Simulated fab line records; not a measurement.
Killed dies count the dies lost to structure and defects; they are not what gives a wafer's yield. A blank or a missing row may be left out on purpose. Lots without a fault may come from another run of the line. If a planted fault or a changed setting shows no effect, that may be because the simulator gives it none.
What tool caused it? | flow gf180mcu | 13 lots, 39 wafers sampled, at 5 steps of a route of 602

WHAT THE GAUGES SHOWED, per wafer
GF_CONTACT_OVL_MEAS_15. Usual: CONTACT_OVL typically reads 2 nm, with standard deviation 6.8.
lot  | measured     | on         | CONTACT_OVL (nm) | flag
L926 | day 15 23:12 | overlay-02 | -9 -3 -4         |
L929 | day 17 02:46 | overlay-01 | -2 2 3           |
L932 | day 18 10:51 | overlay-01 | 19 14 15         |
L933 | day 18 23:49 | overlay-02 | -3 -7 4          |
L934 | day 19 00:00 | overlay-01 | -4 6 6           |
L935 | day 19 17:19 | overlay-02 | 11 9 8           |
L938 | day 20 13:14 | overlay-01 | -7 -3 -9         |
L941 | day 21 16:13 | overlay-01 | 5 0 3            |
L942 | day 22 08:10 | overlay-01 | 4 4 0            |
L943 | day 22 10:05 | overlay-02 | 2 1 5            |
L945 | day 23 02:25 | overlay-01 | 9 7 8            |
L948 | day 23 22:33 | overlay-01 | 2 3 3            |
L949 | day 24 05:07 | overlay-02 | -3 -5 -10        |

GF_CONTACT_RS_MEAS_25: measures by four-point-probe. Usual: CONTACT_W_RS typically reads 0.384 ohm/sq, with standard deviation 0.0034.
lot  | measured     | on            | CONTACT_W_RS (ohm/sq) | flag
L926 | day 15 23:53 | film-metro-02 | 0.383 0.383 0.387     |
L929 | day 17 03:28 | film-metro-03 | 0.380 0.377 0.379     |
L932 | day 18 11:34 | film-metro-04 | 43.263 43.437 43.396  | OFF
L933 | day 19 00:38 | film-metro-02 | 44.105 43.617 43.581  | OFF
L934 | day 19 00:43 | film-metro-04 | 44.027 43.929 43.791  | OFF
L935 | day 19 18:04 | film-metro-02 | 0.376 0.379 0.381     |
L938 | day 20 13:56 | film-metro-03 | 0.384 0.381 0.381     |
L941 | day 21 16:55 | film-metro-04 | 0.387 0.386 0.387     |
L942 | day 22 08:54 | film-metro-02 | 0.383 0.386 0.387     |
L943 | day 22 10:47 | film-metro-02 | 0.385 0.387 0.383     |
L945 | day 23 03:09 | film-metro-04 | 0.385 0.378 0.385     |
L948 | day 23 23:16 | film-metro-02 | 0.383 0.378 0.382     |
L949 | day 24 05:49 | film-metro-03 | 0.387 0.383 0.376     |

GF_CONTACT_THK_MEAS_26: measures by xrf. Usual: CONTACT_W_THK typically reads 297 nm, with standard deviation 3.3.
lot  | measured     | on            | CONTACT_W_THK (nm) | flag
L926 | day 16 00:01 | film-metro-02 | 301 297 294        |
L929 | day 17 03:35 | film-metro-03 | 301 302 302        |
L932 | day 18 11:41 | film-metro-04 | <0 <0 <0           | OFF
L933 | day 19 00:44 | film-metro-02 | <0 <0 <0           | OFF
L934 | day 19 00:49 | film-metro-04 | <0 <0 <0           | OFF
L935 | day 19 18:11 | film-metro-02 | 305 303 302        |
L938 | day 20 14:04 | film-metro-03 | 298 302 299        |
L941 | day 21 17:02 | film-metro-04 | 295 296 294        |
L942 | day 22 08:59 | film-metro-02 | 297 295 294        |
L943 | day 22 10:55 | film-metro-02 | 295 296 297        |
L945 | day 23 03:15 | film-metro-04 | 296 299 297        |
L948 | day 23 23:23 | film-metro-02 | 298 303 299        |
L949 | day 24 05:56 | film-metro-03 | 297 298 304        |

GF_M1_THK_MEAS_06: measures by xrf. Usual: M1_ALCU_THK typically reads 448 nm, with standard deviation 6.8.
lot  | measured     | on            | M1_ALCU_THK (nm) | flag
L926 | day 16 00:43 | film-metro-01 | 446 446 443      |
L929 | day 17 04:17 | film-metro-02 | 458 451 452      |
L935 | day 19 18:53 | film-metro-04 | 453 453 457      |
L938 | day 20 14:46 | film-metro-02 | 445 449 447      |
L941 | day 21 17:44 | film-metro-02 | 447 454 448      |
L942 | day 22 09:43 | film-metro-01 | 433 437 435      |
L943 | day 22 11:37 | film-metro-02 | 456 454 455      |
L945 | day 23 03:57 | film-metro-04 | 450 451 455      |
L948 | day 24 00:05 | film-metro-01 | 452 451 448      |
L949 | day 24 06:38 | film-metro-01 | 446 439 446      |

TOOL THAT RAN EACH LOT (tool first, then ch and the chambers of the sampled wafers, then the start)
lot  | GF_CONTACT_CVD_24
L926 | cvd-w-02 ch 0,1, day 15 23:47
L929 | cvd-w-01 ch 0,1, day 17 03:22
L932 | cvd-w-01 ch 0,1, day 18 11:28
L933 | cvd-w-02 ch 0, day 19 00:28
L934 | cvd-w-01 ch 0, day 19 00:35
L935 | cvd-w-01 ch 0,1, day 19 17:57
L938 | cvd-w-01 ch 0,1, day 20 13:50
L941 | cvd-w-01 ch 0,1, day 21 16:49
L942 | cvd-w-02 ch 0,1, day 22 08:46
L943 | cvd-w-01 ch 0,1, day 22 10:41
L945 | cvd-w-02 ch 0,1, day 23 03:02
L948 | cvd-w-01 ch 0,1, day 23 23:09
L949 | cvd-w-02 ch 0,1, day 24 05:43
- GF_CONTACT_CVD_24: deposits W, target thk 300 nm, time 90.339 s.

WHAT THE TOOLS THEMSELVES READ (means of the sampled wafers that have a number; where no wafer has one, the mark that the record gives instead)
GF_CONTACT_CVD_24. Usual: chamber-pressure-Torr 40.01 Torr, standard deviation 0.078; heater-power-outer-w 580 W, standard deviation 57; heater-power-w 957 W, standard deviation 58.
lot  | tool     | chamber-pressure-Torr (Torr) | heater-power-outer-w (W) | heater-power-w (W) | flag
L926 | cvd-w-02 | 39.97                        | 609                      | 976                |
L929 | cvd-w-01 | 40.00                        | 562                      | 935                |
L932 | cvd-w-01 | -                            | -                        | -                  | OFF
L933 | cvd-w-02 | -                            | -                        | -                  | OFF
L934 | cvd-w-01 | -                            | -                        | -                  | OFF
L935 | cvd-w-01 | 40.02                        | 544                      | 921                |
L938 | cvd-w-01 | 39.99                        | 574                      | 942                |
L941 | cvd-w-01 | 39.97                        | 542                      | 928                |
L942 | cvd-w-02 | 39.96                        | 591                      | 992                |
L943 | cvd-w-01 | 40.04                        | 569                      | 937                |
L945 | cvd-w-02 | 40.07                        | 593                      | 982                |
L948 | cvd-w-01 | 40.07                        | 537                      | 902                |
L949 | cvd-w-02 | 40.03                        | 625                      | 1017               |

THE ANSWER, worked out from the rows above alone
Rule: take the mean of a lot's wafers that have a number; if it is more than 3 standard deviations from the usual mean, the lot is off. Also off: a lot with no number at a reading for which 4 or more lots have one. Where the step has rows for the other lots, those lots are counted as sound. Order of review: gauges by route order, followed by the tools' own readings, for which a lot's mean as printed above is used. The first step at which some lot is off is used, and at that step the reading that is off furthest; a lot without a number counts as furthest.
Off: L932, L933, L934, seen at GF_CONTACT_RS_MEAS_25 (CONTACT_W_RS).
A tool fits if, at a process step before that reading, it ran every lot that is off, and no sound lot after the first of them. The gauges at GF_CONTACT_RS_MEAS_25 aren't tried: what is off there is off at GF_CONTACT_CVD_24 too, on other tools, and a gauge's error can't cause that. No candidate that was tried fits.

WHAT WAS PUT IN BY THE SIMULATOR
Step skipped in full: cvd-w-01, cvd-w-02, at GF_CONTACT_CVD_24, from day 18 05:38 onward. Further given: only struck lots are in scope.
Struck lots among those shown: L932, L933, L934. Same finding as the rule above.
